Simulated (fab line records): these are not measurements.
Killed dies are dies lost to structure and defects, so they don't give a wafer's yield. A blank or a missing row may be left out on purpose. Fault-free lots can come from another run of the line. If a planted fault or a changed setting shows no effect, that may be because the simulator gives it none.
fab line records | flow sfqLine
record: lots: 5 | wafers: 23
route steps=325 shown I6@278 M7@289 I7@301 M8@319
startH: hours from the record's first day to the start of the lot's first wafer shown | waitH: hours elapsed since this lot's preceding step | " same as the row above | L1.1+2: a single row standing in for several wafers | - no value present, or no start provided | * or withheld: withheld | < > ~ a bound
route shown NAME@n: a module of which the file shows steps, and the number in the route of the first | usual: the fault-free wafers' mean and standard deviation | same: alike in all rows | chamber/n: place in a boat | sites: the reading at each site | _std_site: standard deviation across them | _edge_site: mean of outer sites minus mean of inner sites | radiusMm: how far each site lies from the wafer's centre | mask NAME#n: copy n | behind: tool/chamber where the wafer was last shaped | hold: what put the lot on hold/how long, in hours/how the hold closed | device: the n, p or np transistor that did not switch | end of line: the tests these same wafers got at the end of their route | for a step that has no rows: nothing shown but its recipe | killed: at the first sort, the dies lost to defects and structure; wafer yield is something else | map: dies across one wafer; x = killed, . = not, _ = none there
set.NAME: the setting as run; set.NAME@STEP: as run at that earlier step | model.NAME: the simulator's own value behind a step, which no gauge read
lots whose settings were changed on purpose; a table a step, a row a wafer
== steps ==
step: SFQ_TRILAYER_I6_VIA_ETCH_VIA_ETCH_172
recipe: target: SiO2 | stopOn: Nb | maskMaterial: PR | taperDeg: 20 | chemistry: CHF3 | targetDepthNm: 260 | sourceW: 500 | biasW: 80 | pressureMtorr: 30 | timeS: withheld
usual: oesProductAu: 0.854/0.0047
lot.wafer | tool       | chamber | startH  | waitH | set.biasW | set.leaveAboveRefNm@TRILAYER_I6_CMP_CMP_166 | oesProductAu | model.etch.depthNm | model.I6.featureDepthNm
L074.1    | rieDiel-04 | 1       | 1642.16 | 0.0   | 80        | 211.2                                       | 0.877        | 210                | 210
L074.2    | "          | 0       | "       | "     | 71.48     | 200                                         | 0.853        | 199.1              | 199.1
L074.4    | "          | 3       | "       | "     | 80        | 211.2                                       | 0.886        | -                  | 211.5
L074.5    | "          | 2       | "       | "     | 80        | 200                                         | 0.854        | 199.4              | 199.4
L074.6    | "          | 3       | "       | "     | 71.48     | 211.2                                       | 0.881        | -                  | 210.6
L077.4    | rieDiel-01 | 1       | 1678.22 | 0.1   | 80        | 200                                         | 0.862        | 198.5              | 198.5
L077.5    | "          | 0       | "       | "     | 80        | 200                                         | 0.860        | 199.6              | 199.6
L077.6    | "          | 3       | "       | "     | 80        | 200                                         | 0.852        | 198.3              | 198.3
L078.1    | rieDiel-01 | 1       | 1685.36 | 0.0   | 80        | 200                                         | 0.849        | 199.3              | 199.3
L078.2    | "          | 0       | "       | "     | 80        | 191.2                                       | 0.834        | 190.5              | 190.5
L078.4    | "          | 1       | "       | "     | 80        | 200                                         | 0.848        | -                  | 198.4
L078.5    | "          | 3       | "       | "     | 80        | 200                                         | 0.856        | -                  | 200.5
L078.6    | "          | 0       | "       | "     | 80        | 191.2                                       | 0.821        | -                  | 190.4
L080.1    | rieDiel-04 | 1       | 1718.76 | 0.0   | 80        | 188.5                                       | 0.825        | -                  | 187.7
L080.3    | "          | 0       | "       | "     | 72        | 188.5                                       | 0.824        | -                  | 188.5
L080.4    | "          | 3       | "       | "     | 80        | 200                                         | 0.852        | -                  | 198.4
L080.5    | "          | 0       | "       | "     | 80        | 188.5                                       | 0.828        | 189                | 189
L080.6    | "          | 3       | "       | "     | 72        | 200                                         | 0.857        | -                  | 201
L084.1    | rieDiel-03 | 2       | 1744.71 | 0.0   | 85.31     | 208.5                                       | 0.869        | 205.8              | 206.3
L084.2    | "          | 1       | "       | "     | 85.31     | 200                                         | 0.857        | 198.7              | 199.2
L084.3    | "          | 0       | "       | "     | 85.31     | 200                                         | 0.847        | -                  | 197.7
L084.5    | "          | 1       | "       | "     | 80        | 208.5                                       | 0.868        | -                  | 206.3
L084.6    | "          | 2       | "       | "     | 80        | 200                                         | 0.845        | -                  | 198.6
step: SFQ_TRILAYER_M7_LITHO_PEB_180
recipe: pebTempC: 115 | pebTimeS: 60 | resist: KrF
lot.wafer      | tool          | chamber | startH  | waitH | set.pebTempC
L074.1+2+4+5+6 | lithoTrack-04 | 0       | 1722.74 | 1.0   | 115
L077.4+5+6     | lithoTrack-04 | 0       | 1763.61 | 0.5   | 115
L078.1+4       | lithoTrack-04 | 0       | 1769.54 | 1.0   | 112.2
L078.2+5+6     | "             | 0       | "       | "     | 115
L080.1+3+6     | lithoTrack-02 | 0       | 1802.04 | 1.0   | 111.8
L080.4+5       | "             | 0       | "       | "     | 115
L084.1+3+6     | lithoTrack-02 | 0       | 1833.24 | 1.0   | 115
L084.2+5       | "             | 0       | "       | "     | 118.6
step: SFQ_TRILAYER_M7_BARC_OPEN_METAL_ETCH_229
recipe: maskMaterial: PR | chemistry: O2 | targetDepthNm: 125 | target: BARC | icpW: 600 | biasW: 80 | pressureMtorr: 10 | timeS: 41.7
lot.wafer | tool        | chamber | startH  | waitH | set.biasW | set.pebTempC@TRILAYER_M7_LITHO_PEB_180 | model.M7.cdNm
L074.1    | rieMetal-03 | 1       | 1723.07 | 0.0   | 80        | 115                                    | 500.6
L074.2    | "           | 1       | "       | "     | 88.51     | 115                                    | 501.1
L074.4    | "           | 1       | "       | "     | 88.51     | 115                                    | 499.7
L074.5    | "           | 1       | "       | "     | 88.51     | 115                                    | 500.2
L074.6    | "           | 1       | "       | "     | 80        | 115                                    | 500.8
L077.4    | rieMetal-03 | 1       | 1763.89 | 0.0   | 80        | 115                                    | 499.3
L077.5    | "           | 0       | "       | "     | 80        | 115                                    | 496.8
L077.6    | "           | 1       | "       | "     | 80        | 115                                    | 499
L078.1    | rieMetal-02 | 0       | 1769.87 | 0.0   | 80        | 112.2                                  | 556.9
L078.2    | "           | 1       | "       | "     | 80        | 115                                    | 501.2
L078.4    | "           | 0       | "       | "     | 80        | 112.2                                  | 557.3
L078.5    | "           | 1       | "       | "     | 80        | 115                                    | 500.9
L078.6    | "           | 0       | "       | "     | 80        | 115                                    | 500.1
L080.1    | rieMetal-01 | 0       | 1802.37 | 0.0   | 75.95     | 111.8                                  | 564.9
L080.3    | "           | 0       | "       | "     | 80        | 111.8                                  | 564.8
L080.4    | "           | 1       | "       | "     | 75.95     | 115                                    | 500
L080.5    | "           | 1       | "       | "     | 80        | 115                                    | 501.8
L080.6    | "           | 0       | "       | "     | 80        | 111.8                                  | 565.1
L084.1    | rieMetal-03 | 1       | 1833.57 | 0.0   | 87.42     | 115                                    | 502.7
L084.2    | "           | 0       | "       | "     | 80        | 118.6                                  | 443.7
L084.3    | "           | 0       | "       | "     | 87.42     | 115                                    | 500.9
L084.5    | "           | 1       | "       | "     | 87.42     | 118.6                                  | 444.9
L084.6    | "           | 0       | "       | "     | 80        | 115                                    | 500.8
step: SFQ_TRILAYER_I7_VIA_LITHO_COAT_187
recipe: resist: KrF | spinRpm: 3000 | resistThkNm: 650
lot.wafer | tool          | chamber | startH  | waitH | set.spinRpm | model.KrF_of_TRILAYER_I7_VIA_LITHO_COAT_187.thkNm
L074.1    | lithoTrack-02 | 0       | 1735.66 | 0.2   | 3083        | 643.6
L074.2    | "             | 0       | "       | "     | 3083        | 640.6
L074.4    | "             | 0       | "       | "     | 3083        | 641.9
L074.5    | "             | 0       | "       | "     | 3000        | 651.5
L074.6    | "             | 0       | "       | "     | 3000        | 651.8
L077.4    | lithoTrack-02 | 0       | 1769.72 | 0.2   | 3000        | 650.9
L077.5    | "             | 0       | "       | "     | 3000        | 651.7
L077.6    | "             | 0       | "       | "     | 3000        | 650.8
L078.1    | lithoTrack-03 | 0       | 1775.53 | 0.2   | 3000        | 650.8
L078.2    | "             | 0       | "       | "     | 3000        | 649.8
L078.4    | "             | 0       | "       | "     | 3000        | 651.4
L078.5    | "             | 0       | "       | "     | 3000        | 651.5
L078.6    | "             | 0       | "       | "     | 3000        | 651.6
L080.1    | lithoTrack-03 | 0       | 1808.03 | 0.2   | 3000        | 648.2
L080.3    | "             | 0       | "       | "     | 3000        | 645.9
L080.4    | "             | 0       | "       | "     | 3000        | 650.1
L080.5    | "             | 0       | "       | "     | 3000        | 646.1
L080.6    | "             | 0       | "       | "     | 3000        | 648.5
L084.1    | lithoTrack-03 | 0       | 1839.23 | 0.2   | 3000        | 647.9
L084.2    | "             | 0       | "       | "     | 3000        | 647.5
L084.3    | "             | 0       | "       | "     | 3217        | 624.6
L084.5    | "             | 0       | "       | "     | 3000        | 648.1
L084.6    | "             | 0       | "       | "     | 3217        | 623.8
step: SFQ_TRILAYER_I7_VIA_LITHO_PEB_190
recipe: pebTempC: 115 | pebTimeS: 60 | resist: KrF
lot.wafer      | tool          | chamber | startH  | waitH | set.pebTimeS
L074.1+5       | lithoTrack-04 | 0       | 1821.24 | 1.0   | 52.89
L074.2+4+6     | "             | 0       | "       | "     | 60
L077.4+5+6     | lithoTrack-04 | 0       | 1857.73 | 0.5   | 60
L078.1+2+5     | lithoTrack-02 | 0       | 1863.04 | 1.0   | 60
L078.4+6       | "             | 0       | "       | "     | 57.67
L080.1+3+4     | lithoTrack-02 | 0       | 1900.07 | 1.0   | 64.19
L080.5+6       | "             | 0       | "       | "     | 60
L084.1+2+3+5+6 | lithoTrack-03 | 0       | 1933.80 | 1.0   | 60
step: SFQ_TRILAYER_I7_VIA_LITHO_DEVELOP_189
recipe: timeS: 60 | resist: KrF
step: SFQ_TRILAYER_I7_VIA_BARC_OPEN_VIA_ETCH_260
recipe: maskMaterial: PR | chemistry: O2 | targetDepthNm: 125 | target: BARC | sourceW: 515.2 | biasW: 80 | pressureMtorr: 30 | timeS: 41.7
lot.wafer  | tool       | chamber | startH  | waitH | set.pebTimeS@TRILAYER_I7_VIA_LITHO_PEB_190 | model.I7.cdNm
L074.1     | rieDiel-03 | 2       | 1821.57 | 0.0   | 52.89                                      | 982.1
L074.2     | "          | 0       | "       | "     | 60                                         | 999.9
L074.4     | "          | 1       | "       | "     | 60                                         | 997.9
L074.5     | "          | 2       | "       | "     | 52.89                                      | 981.2
L074.6     | "          | 1       | "       | "     | 60                                         | 999.4
L077.4     | rieDiel-03 | 0       | 1857.99 | 0.0   | 60                                         | 999.6
L077.5     | "          | 1       | "       | "     | 60                                         | 1000
L077.6     | "          | 2       | "       | "     | 60                                         | 998.6
L078.1+2+5 | rieDiel-01 | 3,1,3   | 1863.37 | 0.0   | 60                                         | 1001
L078.4     | "          | 2       | "       | "     | 57.67                                      | 993.5
L078.6     | "          | 0       | "       | "     | 57.67                                      | 995.4
L080.1     | rieDiel-01 | 2       | 1900.41 | 0.0   | 64.19                                      | 1006
L080.3+4   | "          | 0,3     | "       | "     | 64.19                                      | 1008
L080.5     | "          | 3       | "       | "     | 60                                         | 998.5
L080.6     | "          | 2       | "       | "     | 60                                         | 998.9
L084.1+2   | rieDiel-02 | 0,1     | 1934.13 | 0.0   | 60                                         | 999.9
L084.3+5   | "          | 3,1     | "       | "     | 60                                         | 1001
L084.6     | "          | 0       | "       | "     | 60                                         | 1002
step: SFQ_TRILAYER_M8_DEP_EVAP_197
recipe: material: Ti | angularSpreadDeg: 1 | targetThkNm: 20 | timeS: 100 | powerW: 2000
lot.wafer | tool          | chamber | startH  | waitH | set.timeS | model.Ti_of_TRILAYER_M8_DEP_EVAP_197.thkNm
L074.1    | pvdSputter-02 | -       | 1919.60 | 0.0   | 100       | 19.42
L074.2    | "             | -       | "       | "     | 100       | 19.57
L074.4    | "             | -       | "       | "     | 87        | 16.85
L074.5    | "             | -       | "       | "     | 100       | 19.65
L074.6    | "             | -       | "       | "     | 87        | 17.08
L077.4    | pvdSputter-01 | -       | 1959.40 | 0.0   | 100       | 20.14
L077.5    | "             | -       | "       | "     | 100       | 20.29
L077.6    | "             | -       | "       | "     | 100       | 20.32
L078.1    | pvdSputter-02 | -       | 1964.20 | 0.0   | 100       | 19.98
L078.2    | "             | -       | "       | "     | 100       | 19.7
L078.4    | "             | -       | "       | "     | 107.9     | 21.38
L078.5    | "             | -       | "       | "     | 107.9     | 21.16
L078.6    | "             | -       | "       | "     | 107.9     | 21.49
L080.1    | pvdSputter-02 | -       | 1997.93 | 0.0   | 100       | 19.81
L080.3    | "             | -       | "       | "     | 93.2      | 18.4
L080.4    | "             | -       | "       | "     | 93.2      | 18.71
L080.5    | "             | -       | "       | "     | 100       | 19.91
L080.6    | "             | -       | "       | "     | 93.2      | 18.53
L084.1+3  | pvdSputter-02 | -       | 2031.65 | 0.0   | 100       | 19.85
L084.2    | "             | -       | "       | "     | 100       | 19.83
L084.5    | "             | -       | "       | "     | 100       | 19.84
L084.6    | "             | -       | "       | "     | 100       | 19.87
step: SFQ_TRILAYER_M8_DEP_EVAP_198
recipe: material: Pt | angularSpreadDeg: 1 | targetThkNm: 50 | timeS: 250 | powerW: 2000
lot.wafer | tool          | chamber | startH  | waitH | set.timeS | model.Pt_of_TRILAYER_M8_DEP_EVAP_198.thkNm
L074.1    | pvdSputter-02 | -       | 1919.67 | 0.0   | 283.8     | 57.66
L074.2    | "             | -       | "       | "     | 250       | 51.08
L074.4    | "             | -       | "       | "     | 250       | 50.79
L074.5    | "             | -       | "       | "     | 283.8     | 58.03
L074.6    | "             | -       | "       | "     | 283.8     | 58.05
L077.4    | pvdSputter-01 | -       | 1959.48 | 0.0   | 250       | 50.06
L077.5    | "             | -       | "       | "     | 250       | 50.11
L077.6    | "             | -       | "       | "     | 250       | 50.09
L078.1    | pvdSputter-02 | -       | 1964.28 | 0.0   | 250       | 49.73
L078.2    | "             | -       | "       | "     | 277       | 55.08
L078.4    | "             | -       | "       | "     | 250       | 50.29
L078.5    | "             | -       | "       | "     | 277       | 54.93
L078.6    | "             | -       | "       | "     | 250       | 49.87
L080.1    | pvdSputter-02 | -       | 1998.00 | 0.0   | 250       | 49.99
L080.3    | "             | -       | "       | "     | 219.9     | 43.78
L080.4    | "             | -       | "       | "     | 250       | 50.04
L080.5    | "             | -       | "       | "     | 250       | 49.82
L080.6    | "             | -       | "       | "     | 219.9     | 44
L084.1    | pvdSputter-02 | -       | 2031.73 | 0.0   | 250       | 50.13
L084.2    | "             | -       | "       | "     | 229.9     | 45.7
L084.3    | "             | -       | "       | "     | 250       | 49.21
L084.5    | "             | -       | "       | "     | 229.9     | 46.07
L084.6    | "             | -       | "       | "     | 229.9     | 45.58
== key ==
split: step: SFQ_TRILAYER_I6_VIA_ETCH_VIA_ETCH_172 | setting: biasW | stated: 80 | by: wafer
response none clear
split: step: SFQ_TRILAYER_M7_LITHO_PEB_180 | setting: pebTempC | stated: 115 | by: wafer
response: step: SFQ_TRILAYER_M7_BARC_OPEN_METAL_ETCH_229 | reading: model.M7.cdNm | change: -21.1 | per: 1% | r: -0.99
split: step: SFQ_TRILAYER_M7_BARC_OPEN_METAL_ETCH_229 | setting: biasW | stated: 80 | by: wafer
response none clear
split: step: SFQ_TRILAYER_I7_VIA_LITHO_COAT_187 | setting: spinRpm | stated: 3000 | by: wafer
response: step: SFQ_TRILAYER_I7_VIA_LITHO_COAT_187 | reading: model.KrF_of_TRILAYER_I7_VIA_LITHO_COAT_187.thkNm | change: -3.29 | per: 1% | r: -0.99
split: step: SFQ_TRILAYER_I7_VIA_LITHO_PEB_190 | setting: pebTimeS | stated: 60 | by: wafer
response: step: SFQ_TRILAYER_I7_VIA_BARC_OPEN_VIA_ETCH_260 | reading: model.I7.cdNm | change: +1.43 | per: 1% | r: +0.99
split: step: SFQ_TRILAYER_M8_DEP_EVAP_197 | setting: timeS | stated: 100 | by: wafer
response: step: SFQ_TRILAYER_M8_DEP_EVAP_197 | reading: model.Ti_of_TRILAYER_M8_DEP_EVAP_197.thkNm | change: +0.196 | per: 1% | r: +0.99
split: step: SFQ_TRILAYER_M8_DEP_EVAP_198 | setting: timeS | stated: 250 | by: wafer
response: step: SFQ_TRILAYER_M8_DEP_EVAP_198 | reading: model.Pt_of_TRILAYER_M8_DEP_EVAP_198.thkNm | change: +0.497 | per: 1% | r: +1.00
split outsideThisFile step=SFQ_TRILAYER_I6_CMP_CMP_166 setting=leaveAboveRefNm
split outsideThisFile: this setting was split too, and the file shows its column; the key of that split is in another file
